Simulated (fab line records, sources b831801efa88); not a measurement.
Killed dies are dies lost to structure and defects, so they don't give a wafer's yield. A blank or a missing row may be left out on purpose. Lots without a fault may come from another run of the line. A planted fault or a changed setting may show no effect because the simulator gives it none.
fab line records | flow gf180mcu
record lots=5 wafers=15 last_day=34
route steps=602 shown SALICIDE@281 CONTACT@287
lots that met no fault: from a run of the same line without faults
start_h: hours from the record's first day to the start of the lot's first wafer shown | wait_h: hours since the lot's step before | " the same as in the row above | L1.1+2: a row that stands for several wafers | - no value, or no start given | * or withheld: withheld | < > ~ a bound
route shown NAME@n: a module of which the file shows steps, and the number in the route of the first | usual: mean/standard deviation of fault-free wafers | same: alike in all rows | chamber/n: place in a boat | sites: the reading at each site | _std_site: their standard deviation | _edge_site: outer sites' mean less inner sites' | radius_mm: how far each site lies from the wafer's centre | mask NAME#n: copy n | behind: the tool/chamber that last shaped the wafer | hold: why the lot was held/for how many hours/how that ended | device: the transistor (n, p or np) that didn't switch | end of line: the same wafers' tests at the end of the route | a step without rows: its recipe alone | killed: dies lost to structure and defects at the first sort, not the wafer's yield | map: a wafer's dies, x killed, . not, _ none there
set.NAME: the setting as run; set.NAME@STEP: as run at that earlier step | model.NAME: the simulator's own value behind a step, which no gauge read
lots at some steps of the route; a table a step, a row a wafer
services: from which hour (start_h, from the record's first day; less than 0 if before it) a tool's chamber was out of use, for how many hours, and why
## steps
# step GF_SALICIDE_SPUTTER_03
# recipe material=TiN target_thk_nm=20 power_w=6500 time_s=16.7 chamber_pressure_pa=0.4
# usual throttle_valve_pct=30.3/0.99
# columns lot.wafer tool chamber start_h wait_h throttle_valve_pct
L077.2 pvd_sputter-02 - 366.19 0.0 30.2
L077.3 " - " " 29.4
L077.5 " - " " 30.2
L078.1 pvd_sputter-03 - 371.57 0.0 30.3
L078.3 " - " " 31.1
L078.4 " - " " 31.5
L080.1 pvd_sputter-03 - 389.54 0.0 31.8
L080.3 " - " " 31.0
L080.6 " - " " 30.9
L090.4 pvd_sputter-01 - 486.81 0.0 28.3
L090.5 " - " " 31.3
L090.6 " - " " 28.7
L096.1 pvd_sputter-01 - 529.57 0.0 28.5
L096.3 " - " " 31.0
L096.6 " - " " 28.4
# step GF_SALICIDE_RS_MEAS_04
# recipe thk_meas_gauge=four-point-probe reads=TiN_of_SALICIDE_SPUTTER_03+Co_of_SALICIDE_SPUTTER_02
# usual SALICIDE_TIN_RS=16.2/0.31
# columns lot.wafer tool chamber start_h wait_h SALICIDE_TIN_RS[ohm/sq]
L077.2 film_metro-03 - 366.24 0.0 16.2
L077.3 " - " " 16.0
L077.5 " - " " 16.0
L078.1 film_metro-02 - 371.60 0.0 16.0
L078.3 " - " " 15.9
L078.4 " - " " 16.2
L080.1 film_metro-03 - 389.57 0.0 15.9
L080.3 " - " " 15.6
L080.6 " - " " 15.8
L090.4 film_metro-02 - 486.90 0.1 16.3
L090.5 " - " " 16.1
L090.6 " - " " 16.2
L096.1 film_metro-03 - 529.60 0.0 16.0
L096.3 " - " " 16.0
L096.6 " - " " 15.8
# step GF_SALICIDE_THK_MEAS_05
# recipe thk_meas_gauge=xrf reads=TiN_of_SALICIDE_SPUTTER_03
# usual SALICIDE_TIN_THK=20.48/0.27
# columns lot.wafer tool chamber start_h wait_h SALICIDE_TIN_THK[nm]
L077.2 film_metro-03 - 366.35 0.1 20.22
L077.3 " - " " 20.21
L077.5 " - " " 20.45
L078.1 film_metro-02 - 371.72 0.1 19.93
L078.3 " - " " 20.33
L078.4 " - " " 20.40
L080.1 film_metro-03 - 389.69 0.1 21.03
L080.3 " - " " 20.87
L080.6 " - " " 20.85
L090.4 film_metro-02 - 486.99 0.1 20.33
L090.5 " - " " 20.10
L090.6 " - " " 20.39
L096.1 film_metro-03 - 529.72 0.1 20.32
L096.3 " - " " 20.08
L096.6 " - " " 20.32
# step GF_SALICIDE_RTA_06
# recipe temp_c=530 time_s=30 ambient=N2
# usual lamp_power_pct=5.9/0.56 wafer_temp_C_max=533.6/0.68
# columns lot.wafer tool chamber start_h wait_h lamp_power_pct wafer_temp_C_max
L077.2 rtp_anneal-02 0 366.42 0.1 5.4 533.5
L077.3 " 0 " " 5.4 534.8
L077.5 " 0 " " 5.4 534.7
L078.1 rtp_anneal-01 0 371.78 0.1 6.6 532.3
L078.3 " 0 " " 6.6 533.7
L078.4 " 0 " " 6.6 533.3
L080.1 rtp_anneal-02 0 389.75 0.1 5.4 533.5
L080.3 " 0 " " 5.4 533.5
L080.6 " 0 " " 5.4 533.2
L090.4 rtp_anneal-02 0 487.07 0.1 5.4 534.0
L090.5 " 0 " " 5.4 533.5
L090.6 " 0 " " 5.4 533.6
L096.1 rtp_anneal-01 0 529.78 0.1 6.6 532.9
L096.3 " 0 " " 6.6 532.8
L096.6 " 0 " " 6.6 532.7
# step GF_SALICIDE_WET_ETCH_07
# recipe chemistry=SPM target_depth_nm=120 dry=n2_spin
# columns lot.wafer tool chamber start_h wait_h
L077.2+3+5 wet_bench-01 3 366.50 0.1
L078.1+3+4 wet_bench-04 3 371.88 0.1
L080.1+3+6 wet_bench-03 1 389.85 0.1
L090.4+5+6 wet_bench-01 3 487.12 0.0
L096.1+3+6 wet_bench-01 0 529.88 0.1
# step GF_SALICIDE_RTA_08
# recipe temp_c=800 time_s=30 ambient=N2
# usual lamp_power_pct=16.9/1.5 wafer_temp_C_max=805.0/1.1
# columns lot.wafer tool chamber start_h wait_h lamp_power_pct wafer_temp_C_max
L077.2 rtp_anneal-01 0 366.61 0.0 18.2 805.0
L077.3 " 0 " " 18.2 805.4
L077.5 " 0 " " 18.2 805.3
L078.1 rtp_anneal-02 0 371.98 0.0 15.1 805.1
L078.3 " 0 " " 15.1 804.6
L078.4 " 0 " " 15.1 804.1
L080.1 rtp_anneal-01 0 389.94 0.0 18.2 804.1
L080.3 " 0 " " 18.2 803.9
L080.6 " 0 " " 18.2 804.0
L090.4 rtp_anneal-01 0 487.27 0.1 18.2 803.7
L090.5 " 0 " " 18.2 804.5
L090.6 " 0 " " 18.3 805.0
L096.1 rtp_anneal-02 0 529.97 0.0 15.1 805.1
L096.3 " 0 " " 15.1 803.6
L096.6 " 0 " " 15.1 805.3
# step GF_CONTACT_CVD_00
# recipe material=SiO2 target_thk_nm=300 sigma_open_frac=0.3 temp_c=400 time_s=50 sih4_flow_sccm=60 pressure_mtorr=6
# columns lot.wafer tool chamber start_h wait_h
L077.2+3+5 hdpcvd-02 0,1,1 366.69 0.1
L078.1+3+4 hdpcvd-02 2,0,0 372.08 0.1
L080.1+3+6 hdpcvd-01 1,0,0 390.04 0.1
L090.4+5+6 hdpcvd-01 1,2,0 487.34 0.1
L096.1+3+6 hdpcvd-02 1,0,0 530.07 0.1
# step GF_CONTACT_THK_MEAS_01
# recipe reads=SiO2_of_CONTACT_CVD_00
# usual CONTACT_CVD_00_THK=302/4.3
# columns lot.wafer tool chamber start_h wait_h CONTACT_CVD_00_THK[nm]
L077.2 film_metro-02 - 366.75 0.0 301
L077.3 " - " " 299
L077.5 " - " " 296
L078.1 film_metro-04 - 372.12 0.0 305
L078.3 " - " " 303
L078.4 " - " " 301
L080.1 film_metro-04 - 390.09 0.0 301
L080.3 " - " " 297
L080.6 " - " " 299
L090.4 film_metro-02 - 487.39 0.0 296
L090.5 " - " " 297
L090.6 " - " " 304
L096.1 film_metro-02 - 530.11 0.0 301
L096.3 " - " " 304
L096.6 " - " " 304
# step GF_CONTACT_CVD_02
# recipe material=SiO2 target_thk_nm=860 precursor=TEOS temp_c=400 time_s=95.992 rf_w=600
# usual heater_power_w=666/94
# columns lot.wafer tool chamber start_h wait_h heater_power_w
L077.2 pecvd-02 2 366.80 0.0 539
L077.3 " 1 " " 709
L077.5 " 0 " " 736
L078.1 pecvd-04 1 372.18 0.1 735
L078.3 " 0 " " 632
L078.4 " 1 " " 596
L080.1 pecvd-04 1 390.15 0.1 642
L080.3 " 0 " " 610
L080.6 " 1 " " 695
L090.4 pecvd-04 1 487.46 0.1 670
L090.5 " 0 " " 581
L090.6 " 2 " " 748
L096.1 pecvd-03 2 530.17 0.1 575
L096.3 " 1 " " 874
L096.6 " 1 " " 688
# step GF_CONTACT_THK_MEAS_03
# recipe reads=SiO2_of_CONTACT_CVD_02
# usual CONTACT_CVD_02_THK=857/12
# columns lot.wafer tool chamber start_h wait_h CONTACT_CVD_02_THK[nm]
L077.2 film_metro-03 - 366.88 0.0 859
L077.3 " - " " 846
L077.5 " - " " 878
L078.1 film_metro-04 - 372.25 0.0 845
L078.3 " - " " 858
L078.4 " - " " 854
L080.1 film_metro-03 - 390.22 0.0 837
L080.3 " - " " 853
L080.6 " - " " 844
L090.4 film_metro-02 - 487.52 0.0 860
L090.5 " - " " 863
L090.6 " - " " 866
L096.1 film_metro-03 - 530.28 0.1 852
L096.3 " - " " 852
L096.6 " - " " 857
# step GF_CONTACT_CMP_04
# recipe material=SiO2 down_force_psi=4 platen_rpm=60 pad_velocity_m_s=0.94248
# usual head_pressure_psi=3.999/0.009 motor_current_A=12.8/1.5 time_to_endpoint_s=111/6.8
# columns lot.wafer tool chamber start_h wait_h head_pressure_psi motor_current_A time_to_endpoint_s
L077.3 cmp-02 2 366.93 0.0 4.004 11.8 106
L077.2 " 0 " " 3.992 11.5 111
L077.5 " 2 " " 4.005 11.7 118
L078.1 cmp-01 2 372.31 0.1 3.989 14.2 105
L078.4 " 0 " " 4.006 11.5 111
L078.3 " 1 " " 3.996 11.4 103
L080.3 cmp-01 0 390.38 0.1 4.010 11.3 112
L080.1 " 1 " " 4.022 11.9 101
L080.6 " 2 " " 3.988 14.1 110
L090.4 cmp-01 2 487.60 0.1 3.985 14.1 119
L090.6 " 1 " " 3.988 11.0 112
L090.5 " 2 " " 3.995 15.2 122
L096.3 cmp-01 3 530.34 0.0 3.999 15.7 110
L096.1 " 0 " " 4.011 11.0 112
L096.6 " 3 " " 3.999 15.2 114
# step GF_CONTACT_BOW_MEAS_05
# recipe mode=bow
# usual CONTACT_BOW=65/7.6
# columns lot.wafer tool chamber start_h wait_h CONTACT_BOW[um]
L077.2 film_metro-03 - 367.25 0.2 69
L077.3 " - " " 45
L077.5 " - " " 56
L078.1 film_metro-03 - 372.61 0.2 79
L078.3 " - " " 57
L078.4 " - " " 63
L080.1 film_metro-03 - 390.58 0.1 69
L080.3 " - " " 73
L080.6 " - " " 59
L090.4 film_metro-02 - 487.91 0.3 75
L090.5 " - " " 74
L090.6 " - " " 70
L096.1 film_metro-04 - 530.64 0.2 60
L096.3 " - " " 60
L096.6 " - " " 70
# step GF_CONTACT_DEHYDRATE_06
# recipe temp_c=200 time_s=60
# usual plate_temp_C=199.96/0.16 resist_line_temp_C=23.00/0.1
# columns lot.wafer tool chamber start_h wait_h plate_temp_C resist_line_temp_C
L077.2 litho_track-01 0 377.89 10.6 199.78 22.90
L077.3 " 0 " " 199.76 22.97
L077.5 " 0 " " 199.75 22.79
L078.1 litho_track-01 0 383.06 10.4 199.97 23.20
L078.3 " 0 " " 200.20 23.16
L078.4 " 0 " " 200.08 23.02
L080.1 litho_track-04 0 402.24 11.6 199.89 22.87
L080.3 " 0 " " 199.84 22.72
L080.6 " 0 " " 200.08 22.96
L090.4 litho_track-01 0 499.44 11.5 200.12 23.01
L090.5 " 0 " " 199.96 23.05
L090.6 " 0 " " 199.78 23.01
L096.1 litho_track-02 0 541.10 10.4 200.04 23.02
L096.3 " 0 " " 199.89 22.96
L096.6 " 0 " " 199.95 23.00
# step GF_CONTACT_HMDS_07
# recipe prime_time_s=60 prime_temp_c=120
# usual resist_line_temp_C=23.00/0.088
# same prime_time_s=60
# columns lot.wafer tool chamber start_h wait_h resist_line_temp_C
L077.2 litho_track-01 0 378.04 0.1 23.02
L077.3 " 0 " " 23.00
L077.5 " 0 " " 22.94
L078.1 litho_track-01 0 383.21 0.1 23.00
L078.3 " 0 " " 22.99
L078.4 " 0 " " 23.02
L080.1 litho_track-04 0 402.39 0.1 23.05
L080.3 " 0 " " 23.06
L080.6 " 0 " " 23.06
L090.4 litho_track-01 0 499.59 0.1 23.07
L090.5 " 0 " " 23.21
L090.6 " 0 " " 23.02
L096.1 litho_track-02 0 541.25 0.1 22.98
L096.3 " 0 " " 23.00
L096.6 " 0 " " 23.03
# step GF_CONTACT_COAT_08
# recipe resist=BARC temp_c=withheld time_s=withheld spin_rpm=withheld resist_thk_nm=withheld
# usual resist_line_temp_C=*
# columns lot.wafer tool chamber start_h wait_h resist_line_temp_C
L077.2 litho_track-01 0 378.19 0.1 *
L077.3 " 0 " " *
L077.5 " 0 " " *
L078.1 litho_track-01 0 383.36 0.1 *
L078.3 " 0 " " *
L078.4 " 0 " " *
L080.1 litho_track-04 0 402.54 0.1 *
L080.3 " 0 " " *
L080.6 " 0 " " *
L090.4 litho_track-01 0 499.74 0.1 *
L090.5 " 0 " " *
L090.6 " 0 " " *
L096.1 litho_track-02 0 541.40 0.1 *
L096.3 " 0 " " *
L096.6 " 0 " " *
# step GF_CONTACT_COAT_09
# recipe resist=KrF spin_rpm=withheld resist_thk_nm=1000
# usual resist_line_temp_C=22.98/0.1
# columns lot.wafer tool chamber start_h wait_h resist_line_temp_C
L077.2 litho_track-01 0 - - 22.95
L077.3 " 0 " " 22.92
L077.5 " 0 " " 22.74
L078.1 litho_track-01 0 - - 22.97
L078.3 " 0 " " 23.02
L078.4 " 0 " " 22.98
L080.1 litho_track-04 0 - - 22.99
L080.3 " 0 " " 22.97
L080.6 " 0 " " 22.95
L090.4 litho_track-01 0 - - 22.97
L090.5 " 0 " " 22.91
L090.6 " 0 " " 22.99
L096.1 litho_track-02 0 - - 22.83
L096.3 " 0 " " 23.09
L096.6 " 0 " " 23.04
# step GF_CONTACT_SOFTBAKE_10
# recipe temp_c=130 time_s=60 resist=KrF
# usual plate_temp_C=130.01/0.14 resist_line_temp_C=23.01/0.099
# columns lot.wafer tool chamber start_h wait_h plate_temp_C resist_line_temp_C
L077.2 litho_track-01 0 - - 129.98 22.94
L077.3 " 0 " " 129.90 22.99
L077.5 " 0 " " 130.00 22.95
L078.1 litho_track-01 0 - - 130.07 23.01
L078.3 " 0 " " 130.11 23.11
L078.4 " 0 " " 130.15 23.04
L080.1 litho_track-04 0 - - 130.16 22.89
L080.3 " 0 " " 130.07 22.92
L080.6 " 0 " " 129.91 23.05
L090.4 litho_track-01 0 - - 129.92 22.87
L090.5 " 0 " " 129.88 23.02
L090.6 " 0 " " 129.98 23.05
L096.1 litho_track-02 0 - - 129.96 23.12
L096.3 " 0 " " 129.88 23.00
L096.6 " 0 " " 129.80 23.05
# step GF_CONTACT_EXPOSE_11
# recipe mask_id=Contact target_cd_nm=220 na=0.68 source_shape=conventional sigma_outer=0.6 dose_mj=38
# usual focus_offset_nm=0.0/0.57
# same sigma_outer=0.6
# columns lot.wafer tool chamber start_h wait_h mask focus_offset_nm
L077.2 krf_scanner-01 0 - - Contact#0 0.1
L077.3 " 0 " " Contact#0 0.2
L077.5 " 0 " " Contact#0 1.2
L078.1 krf_scanner-02 0 - - Contact#0 -0.3
L078.3 " 0 " " Contact#0 0.8
L078.4 " 0 " " Contact#0 0.2
L080.1 krf_scanner-01 0 - - Contact#0 0.2
L080.3 " 0 " " Contact#0 -0.7
L080.6 " 0 " " Contact#0 0.0
L090.4 krf_scanner-02 0 - - Contact#0 0.8
L090.5 " 0 " " Contact#0 0.5
L090.6 " 0 " " Contact#0 1.1
L096.1 krf_scanner-02 0 - - Contact#0 -1.0
L096.3 " 0 " " Contact#0 0.3
L096.6 " 0 " " Contact#0 -0.1
# step GF_CONTACT_PEB_12
# recipe peb_temp_c=135 peb_time_s=90 resist=KrF
# usual plate_temp_C=135.04/0.16 resist_line_temp_C=23.02/0.12
# columns lot.wafer tool chamber start_h wait_h plate_temp_C resist_line_temp_C
L077.2 litho_track-01 0 - - 135.10 22.93
L077.3 " 0 " " 135.07 23.05
L077.5 " 0 " " 134.91 23.12
L078.1 litho_track-01 0 - - 135.29 22.82
L078.3 " 0 " " 135.29 22.87
L078.4 " 0 " " 135.26 22.96
L080.1 litho_track-01 0 - - 134.83 23.01
L080.3 " 0 " " 134.77 23.00
L080.6 " 0 " " 134.96 22.99
L090.4 litho_track-04 0 - - 135.06 23.04
L090.5 " 0 " " 134.90 22.97
L090.6 " 0 " " 134.87 23.07
L096.1 litho_track-02 0 - - 134.85 22.92
L096.3 " 0 " " 135.22 22.83
L096.6 " 0 " " 135.20 22.77
# step GF_CONTACT_DEVELOP_13
# recipe develop_time_s=60 resist=KrF dev_temp_c=21
# usual resist_line_temp_C=23.00/0.1
# columns lot.wafer tool chamber start_h wait_h resist_line_temp_C
L077.2 litho_track-01 0 389.29 0.2 23.13
L077.3 " 0 " " 22.99
L077.5 " 0 " " 23.02
L078.1 litho_track-01 0 395.16 0.2 22.91
L078.3 " 0 " " 22.94
L078.4 " 0 " " 22.90
L080.1 litho_track-01 0 413.66 0.2 22.96
L080.3 " 0 " " 22.94
L080.6 " 0 " " 22.98
L090.4 litho_track-04 0 511.52 0.1 23.07
L090.5 " 0 " " 23.03
L090.6 " 0 " " 23.05
L096.1 litho_track-02 0 552.20 0.2 23.17
L096.3 " 0 " " 23.02
L096.6 " 0 " " 22.91
# step GF_CONTACT_CD_MEAS_14
# recipe target_cd_nm=220
# usual cd_nm=220.1/1.2
# columns lot.wafer tool chamber start_h wait_h cd_nm
L077.2 cd_sem-02 - 389.43 0.1 218.0
L077.3 " - " " 219.6
L077.5 " - " " 218.7
L078.1 cd_sem-02 - 395.31 0.1 221.4
L078.3 " - " " 221.2
L078.4 " - " " 220.8
L080.1 cd_sem-02 - 413.81 0.1 221.8
L080.3 " - " " 220.9
L080.6 " - " " 220.8
L090.4 cd_sem-01 - 511.65 0.1 220.6
L090.5 " - " " 221.1
L090.6 " - " " 220.7
L096.1 cd_sem-02 - 552.35 0.1 220.8
L096.3 " - " " 219.2
L096.6 " - " " 218.6
# step GF_CONTACT_OVL_MEAS_15
# usual CONTACT_OVL=-1/4.9
# columns lot.wafer tool chamber start_h wait_h CONTACT_OVL[nm]
L077.2 overlay-02 - 389.54 0.1 -6
L077.3 " - " " -7
L077.5 " - " " -3
L078.1 overlay-01 - 395.43 0.1 9
L078.3 " - " " 4
L078.4 " - " " -2
L080.1 overlay-02 - 413.93 0.1 -5
L080.3 " - " " -4
L080.6 " - " " -3
L090.4 overlay-01 - 511.73 0.1 -10
L090.5 " - " " -3
L090.6 " - " " -7
L096.1 overlay-02 - 552.47 0.1 -8
L096.3 " - " " -6
L096.6 " - " " -5
# step GF_CONTACT_ETCH_16
# recipe chemistry=N2/H2 target_depth_a=withheld overetch_a=withheld time_s=withheld target=BARC ion_energy_ev=200 source_w=500 bias_w=100 pressure_mtorr=30 n2_flow_sccm=100 h2_flow_sccm=200
# usual chamber_pressure_mTorr=29.999/0.026 drypump_motor_current_A=5.7/0.38 oes_product_au=0.854/0.0048 throttle_valve_pct=13.224/0.008
# columns lot.wafer tool chamber start_h wait_h chamber_pressure_mTorr drypump_motor_current_A oes_product_au throttle_valve_pct
L077.2 rie_diel-01 0 389.57 0.0 30.014 5.0 0.860 13.225
L077.3 " 2 " " 29.996 5.6 0.857 13.212
L077.5 " 0 " " 29.985 5.0 0.855 13.213
L078.1 rie_diel-02 2 395.47 0.0 29.975 6.3 0.854 13.226
L078.3 " 3 " " 30.022 5.6 0.850 13.222
L078.4 " 0 " " 29.966 5.3 0.850 13.234
L080.1 rie_diel-02 2 413.97 0.0 30.012 6.4 0.856 13.215
L080.3 " 0 " " 30.022 5.3 0.857 13.223
L080.6 " 3 " " 30.041 5.5 0.855 13.228
L090.4 rie_diel-03 1 511.77 0.0 30.009 5.8 0.859 13.221
L090.5 " 0 " " 30.022 5.9 0.853 13.232
L090.6 " 2 " " 30.008 5.6 0.860 13.224
L096.1 rie_diel-03 1 552.50 0.0 29.994 5.8 0.858 13.222
L096.3 " 0 " " 29.991 5.9 0.862 13.219
L096.6 " 0 " " 30.031 5.9 0.856 13.215
# step GF_CONTACT_ETCH_17
# recipe chemistry=C4F8/O2/Ar mask_material=KrF target=SiO2 stop_on=CoSi2 source_w=1500 bias_w=1200 pressure_mtorr=40 c4f8_flow_sccm=withheld O2_flow_sccm=6 Ar_flow_sccm=300 time_s=withheld target_depth_a=8600
# usual chamber_pressure_mTorr=40.00/0.034 oes_product_au=0.816/0.0052
# columns lot.wafer tool chamber start_h wait_h chamber_pressure_mTorr oes_product_au
L077.2 rie_diel-01 0 - - 39.95 0.822
L077.3 " 2 " " 40.00 0.817
L077.5 " 0 " " 40.01 0.815
L078.1 rie_diel-02 2 - - 40.01 0.814
L078.3 " 3 " " 40.01 0.815
L078.4 " 0 " " 40.04 0.822
L080.1 rie_diel-02 2 - - 39.99 0.817
L080.3 " 0 " " 40.01 0.816
L080.6 " 3 " " 39.95 0.822
L090.4 rie_diel-03 1 - - 40.02 0.816
L090.5 " 0 " " 40.00 0.818
L090.6 " 2 " " 40.02 0.817
L096.1 rie_diel-03 1 - - 40.03 0.809
L096.3 " 0 " " 40.00 0.817
L096.6 " 0 " " 39.93 0.816
# step GF_CONTACT_STRIP_18
# recipe chemistry=O2/N2 power_w=1400 pressure_mtorr=1500 platen_temp_c=250 o2_flow_sccm=3000 n2_flow_sccm=300 overash_fraction=0.5
# usual chamber_pressure_mTorr=1500.2/1.4 drypump_motor_current_A=5.8/0.39 heater_power_w=320/32 oes_product_au=0.579/0.005
# columns lot.wafer tool chamber start_h wait_h chamber_pressure_mTorr drypump_motor_current_A heater_power_w oes_product_au rf_hours_counter_h
L077.2 plasma_asher-02 1 389.73 - 1501.2 5.9 351 0.571 77
L077.3 " 1 " " 1499.8 5.9 346 0.575 -
L077.5 " 1 " " 1499.1 5.9 347 0.580 -
L078.1 plasma_asher-04 0 395.63 - 1499.8 6.4 309 0.575 25
L078.3 " 0 " " 1502.5 6.4 298 0.579 -
L078.4 " 1 " " 1499.9 5.5 323 0.584 -
L080.1 plasma_asher-04 1 414.13 - 1499.7 5.5 317 0.587 27
L080.3 " 0 " " 1502.1 6.4 317 0.578 -
L080.6 " 0 " " 1499.1 6.4 308 0.585 -
L090.4 plasma_asher-03 0 511.94 - 1498.9 5.5 379 0.593 -
L090.5 " 1 " " 1499.2 5.4 276 0.587 -
L090.6 " 0 " " 1501.4 5.5 383 0.586 -
L096.1 plasma_asher-03 1 552.67 - 1500.4 5.5 276 0.578 13
L096.3 " 0 " " 1502.2 5.5 383 0.574 -
L096.6 " 1 " " 1500.3 5.4 282 0.587 -
# step GF_CONTACT_CLEAN_19
# recipe chemistry=SPM
# columns lot.wafer tool chamber start_h wait_h
L077.2+3+5 wet_bench-04 1 389.83 0.1
L078.1+3+4 wet_bench-01 1 395.73 0.1
L080.1+3+6 wet_bench-02 2 414.23 0.1
L090.4+5+6 wet_bench-02 2 512.01 0.0
L096.1+3+6 wet_bench-02 1 552.77 0.1
# step GF_CONTACT_CLEAN_20
# recipe chemistry=DIW
# columns lot.wafer tool chamber start_h wait_h
L077.2+3+5 wet_bench-01 3 389.92 0.0
L078.1+3+4 wet_bench-01 3 395.82 0.0
L080.1+3+6 wet_bench-04 3 414.33 0.0
L090.4+5+6 wet_bench-04 2 512.10 0.0
L096.1+3+6 wet_bench-04 1 552.86 0.0
# step GF_CONTACT_CLEAN_21
# recipe chemistry=dHF time_s=20 dilution=100:1 dry=ipa_marangoni
# columns lot.wafer tool chamber start_h wait_h
L077.2+3+5 wet_bench-04 3 390.02 0.0
L078.1+3+4 wet_bench-02 2 395.92 0.0
L080.1+3+6 wet_bench-01 3 414.42 0.0
L090.4+5+6 wet_bench-01 0 512.19 0.0
L096.1+3+6 wet_bench-01 3 552.95 0.0
# step GF_CONTACT_SPUTTER_22
# recipe material=Ti target_thk_nm=15 chamber_pressure_pa=5 power_w=2500 substrate_temp_c=200 time_s=80.02
# usual throttle_valve_pct=30.5/0.66
# columns lot.wafer tool chamber start_h wait_h throttle_valve_pct
L077.2 pvd_sputter-03 - 390.03 0.0 31.0
L077.3 " - " " 31.6
L077.5 " - " " 31.7
L078.1 pvd_sputter-02 - 395.93 0.0 30.1
L078.3 " - " " 29.2
L078.4 " - " " 30.4
L080.1 pvd_sputter-04 - 414.45 0.0 31.7
L080.3 " - " " 29.9
L080.6 " - " " 29.9
L090.4 pvd_sputter-02 - 512.21 0.0 31.2
L090.5 " - " " 30.4
L090.6 " - " " 30.1
L096.1 pvd_sputter-02 - 552.96 0.0 30.4
L096.3 " - " " 29.2
L096.6 " - " " 30.5
# step GF_CONTACT_SPUTTER_23
# recipe material=TiN target_thk_nm=10 chamber_pressure_pa=5 power_w=4000 time_s=40
# usual throttle_valve_pct=30.5/0.68
# columns lot.wafer tool chamber start_h wait_h throttle_valve_pct
L077.2 pvd_sputter-03 - 390.09 0.0 30.9
L077.3 " - " " 31.6
L077.5 " - " " 31.7
L078.1 pvd_sputter-02 - 395.99 0.0 30.1
L078.3 " - " " 29.3
L078.4 " - " " 30.6
L080.1 pvd_sputter-04 - 414.52 0.0 31.4
L080.3 " - " " 29.7
L080.6 " - " " 30.0
L090.4 pvd_sputter-02 - 512.27 0.0 31.0
L090.5 " - " " 30.6
L090.6 " - " " 30.2
L096.1 pvd_sputter-02 - 553.03 0.0 30.4
L096.3 " - " " 29.2
L096.6 " - " " 30.4
# step GF_CONTACT_CVD_24
# recipe material=W target_thk_nm=300 time_s=90.339 temp_c=400 pressure_torr=40
# usual heater_power_w=851/110
# columns lot.wafer tool chamber start_h wait_h heater_power_w
L077.2 cvd_w-02 1 390.13 0.0 831
L077.3 " 1 " " 835
L077.5 " 1 " " 836
L078.1 cvd_w-02 1 396.08 0.1 847
L078.3 " 0 " " 664
L078.4 " 1 " " 843
L080.1 cvd_w-01 1 414.55 0.0 851
L080.3 " 1 " " 821
L080.6 " 1 " " 822
L090.4 cvd_w-02 1 512.34 0.1 857
L090.5 " 0 " " 671
L090.6 " 1 " " 838
L096.1 cvd_w-02 0 553.06 0.0 671
L096.3 " 1 " " 857
L096.6 " 0 " " 668
# step GF_CONTACT_RS_MEAS_25
# recipe thk_meas_gauge=four-point-probe reads=W_of_CONTACT_CVD_24+TiN_of_CONTACT_SPUTTER_23+Ti_of_CONTACT_SPUTTER_22
# usual CONTACT_W_RS=0.383/0.0056
# columns lot.wafer tool chamber start_h wait_h CONTACT_W_RS[ohm/sq]
L077.2 film_metro-04 - 390.28 0.1 0.388
L077.3 " - " " 0.387
L077.5 " - " " 0.388
L078.1 film_metro-04 - 396.18 0.1 0.380
L078.3 " - " " 0.387
L078.4 " - " " 0.384
L080.1 film_metro-03 - 414.76 0.2 0.383
L080.3 " - " " 0.382
L080.6 " - " " 0.387
L090.4 film_metro-03 - 512.47 0.1 0.379
L090.5 " - " " 0.381
L090.6 " - " " 0.377
L096.1 film_metro-02 - 553.17 0.1 0.377
L096.3 " - " " 0.375
L096.6 " - " " 0.381
# step GF_CONTACT_THK_MEAS_26
# recipe thk_meas_gauge=xrf reads=W_of_CONTACT_CVD_24
# usual CONTACT_W_THK=296/5
# columns lot.wafer tool chamber start_h wait_h CONTACT_W_THK[nm]
L077.2 film_metro-04 - 390.39 0.1 291
L077.3 " - " " 292
L077.5 " - " " 291
L078.1 film_metro-04 - 396.30 0.1 297
L078.3 " - " " 293
L078.4 " - " " 293
L080.1 film_metro-03 - 414.88 0.1 295
L080.3 " - " " 297
L080.6 " - " " 293
L090.4 film_metro-03 - 512.56 0.1 300
L090.5 " - " " 299
L090.6 " - " " 301
L096.1 film_metro-02 - 553.29 0.1 299
L096.3 " - " " 300
L096.6 " - " " 296
# step GF_CONTACT_CMP_27
# recipe stop_on=SiO2 down_force_psi=3.5 platen_rpm=60 t_overpolish_s=15 target_thk_nm=0 pad_velocity_m_s=0.94248
# usual head_pressure_psi=3.500/0.0079 motor_current_A=11.6/1.3 overpolish_run_s=15.000/0.0086 time_to_endpoint_s=72/3.8
# columns lot.wafer tool chamber start_h wait_h head_pressure_psi motor_current_A overpolish_run_s time_to_endpoint_s
L077.3 cmp-01 1 390.58 0.2 3.501 10.1 14.991 69
L077.2 " 3 " " 3.497 13.9 14.997 69
L077.5 " 1 " " 3.502 10.3 15.004 65
L078.3 cmp-02 2 396.36 0.0 3.492 11.0 15.001 68
L078.1 " 3 " " 3.497 11.1 14.994 73
L078.4 " 1 " " 3.503 11.0 14.989 67
L080.3 cmp-02 1 415.04 0.1 3.504 11.1 15.003 67
L080.1 " 2 " " 3.501 10.8 15.012 68
L080.6 " 2 " " 3.508 11.2 14.999 66
L090.4 cmp-01 2 512.64 0.1 3.497 12.9 14.992 78
L090.5 " 1 " " 3.510 10.4 15.004 73
L090.6 " 2 " " 3.490 13.4 14.993 80
L096.3 cmp-02 1 553.45 0.1 3.494 10.8 14.996 71
L096.1 " 2 " " 3.487 11.2 14.996 74
L096.6 " 0 " " 3.496 12.4 14.997 69
## services
# columns tool chamber start_h hours kind
pvd_sputter-03 - 348.70 4.4 repair
pecvd-04 - 350.58 0.7 repair
cmp-01 - 355.85 1.1 repair
cmp-02 - 356.73 0.7 repair
pvd_sputter-02 - 366.32 24.3 repair
wet_bench-02 - 374.08 1.3 repair
rie_diel-03 1 378.15 11.9 repair
cmp-01 - 384.89 2.1 repair
rie_diel-02 - 399.04 14.6 pm
cmp-02 - 404.23 4.0 pm
cmp-01 - 404.89 0.2 repair
cvd_w-02 1 411.03 3.0 repair
cmp-01 - 411.07 6.3 repair
pvd_sputter-03 - 472.35 2.2 repair
pvd_sputter-02 - 481.43 16.1 repair
cmp-02 - 482.50 3.8 repair
cmp-02 - 486.27 5.1 pm
cmp-01 - 488.17 4.2 repair
cmp-02 - 499.24 4.8 pm
rie_diel-03 3 510.03 12.5 repair
rtp_anneal-02 - 533.57 3.8 pm
rie_diel-02 0 535.37 1.3 repair
cmp-02 - 535.77 10.9 pm
wet_bench-01 - 537.30 1.2 repair
## key
fault none
